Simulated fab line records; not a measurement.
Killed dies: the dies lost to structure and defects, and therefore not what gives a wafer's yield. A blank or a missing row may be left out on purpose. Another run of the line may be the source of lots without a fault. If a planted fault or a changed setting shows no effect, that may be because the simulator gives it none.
Matching of chambers -- flow gf180mcu -- 3 sister chambers for GF_VT_IMPLANT_CLEAN_44 on wetBench-02
The step cleans in SC1/SC2, time 150 s. 6 wafers are shown with their chamber, then 4 later ones without.

== WAFERS WITH THEIR CHAMBER ==
wafer,chamber,bathGuardTempC (C),bathHeatDutyPct (%)
L575.2,3,70.9,13.9
L575.3,3,70.7,14.9
L590.4,2,70.1,13.5
L590.6,2,70.1,13.5
L591.1,1,69.4,11.1
L591.5,1,69.7,12.5

== WAFERS WHOSE CHAMBER IS MISSING ==
wafer,bathGuardTempC (C),bathHeatDutyPct (%)
L591.6,69.6,12.0
L594.1,70.0,15.5
L594.3,70.0,14.1
L594.4,70.1,15.0

== THE CHAMBER EACH PASSED THROUGH ==
wafer,from the rows above,in truth
L591.6,1,1
L594.1,2,2
L594.3,2,2
L594.4,2,2
Placed correctly: 4 of 4. From these rows, 0 cannot be placed. 0 placed wrongly.
How it was worked out, from the rows above alone: a wafer's distance from a chamber is the root of the sum, over the readings, of the square of ((its reading less the chamber's mean) divided by the reading's scatter). If the next closest chamber is less than 2 further off than the closest, the wafer can't be placed; otherwise it belongs to the closest. Each chamber's mean is taken over the wafers shown for it. The scatter: take each reading less its chamber's mean, square it, sum over the shown wafers, divide by the number of wafers less the number of chambers, and take the root.
